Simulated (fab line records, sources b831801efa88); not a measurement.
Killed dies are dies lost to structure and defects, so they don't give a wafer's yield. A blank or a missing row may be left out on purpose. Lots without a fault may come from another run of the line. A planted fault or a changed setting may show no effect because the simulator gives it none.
One fault seen from 2 desks | flow gf180mcu | each desk has only its own numbers; what lay behind them comes last

THE METROLOGY DESK
What the gauges read, lot by lot, whatever tool the lot ran on: means of the sampled wafers that have a number. A lot is out of limits, marked OUT, if its mean lies more than 4 standard deviations from the usual mean; the brackets give that distance.
Columns: A = V5_W_RS at GF_V5_RS_MEAS_24, usual 0.3287 ohm/sq; B = V5_W_THK at GF_V5_THK_MEAS_25, usual 343 nm; C = TOP_METAL_ALCU_RS at GF_TOP_METAL_RS_MEAS_05, usual 0.0325 ohm/sq; D = TOP_METAL_ALCU_THK at GF_TOP_METAL_THK_MEAS_06, usual 895 nm; E = cd_nm at GF_TOP_METAL_CD_MEAS_14, usual 440.3 nm; F = TOP_METAL_OVL at GF_TOP_METAL_OVL_MEAS_15, usual 0.8 nm
lot  | first seen here | A      | B   | C      | D   | E     | F
L764 | day 27 15:45    | 0.3258 | 352 | 0.0328 | 891 | 440.6 | -1.0
L772 | day 30 03:07    | 0.3314 | 341 | 0.0327 | 891 | 437.2 | 0.7
L776 | day 31 12:47    | 0.3284 | 343 | 0.0316 | 918 | 440.6 | 1.5
L779 | day 31 22:17    | 0.3275 | 344 | 0.0331 | 879 | 439.1 | 0.0
L786 | day 33 18:27    | 0.3291 | 342 | 0.0327 | 890 | 438.6 | 2.1
This desk's finding: nothing out of limits on any of the 5 lots.

THE TOOL OWNER'S DESK: pvd_sputter-02
The tool's own readings at GF_TOP_METAL_SPUTTER_04 (material TiN, target thk 25 nm, time 20.8 s): means of the sampled wafers that have a number, for each lot that ran on this tool. A lot is out of limits, marked OUT, if its mean lies more than 4 standard deviations from the usual mean; the brackets give that distance.
Columns: A = cathode_dc_power_W at GF_TOP_METAL_SPUTTER_04, usual 6500.0 W; B = chamber_pressure_pa at GF_TOP_METAL_SPUTTER_04, usual 0.4000 Pa; C = throttle_valve_pct at GF_TOP_METAL_SPUTTER_04, usual 30.8 %
lot  | first seen here | A                        | B      | C
L772 | day 30 03:47    | 6500.0                   | 0.4002 | 31.1
L776 | day 31 13:26    | 6643.2 (+99 or more) OUT | 0.4000 | 30.6
This desk's finding: out of limits on L776; first on L776, day 31 13:26 (cathode_dc_power_W at GF_TOP_METAL_SPUTTER_04). In limits: L772.

PUT TOGETHER
The tool owner's desk could have raised an alarm at day 31 13:26, on L776.
The metrology desk saw nothing out of limits.
The metrology desk has L776 on record, within its limits.
Of the lots named, all ran GF_TOP_METAL_SPUTTER_04 on pvd_sputter-02.

WHAT THE SIMULATOR HAD PUT IN
Process parameter drift: pvd_sputter-02, from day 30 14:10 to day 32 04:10, at GF_TOP_METAL_SPUTTER_04. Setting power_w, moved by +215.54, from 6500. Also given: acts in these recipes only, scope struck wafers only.
Lots struck among those shown: L776.
Hours from the fault's start to each desk's first reading out of limits: the tool owner's desk, 23.
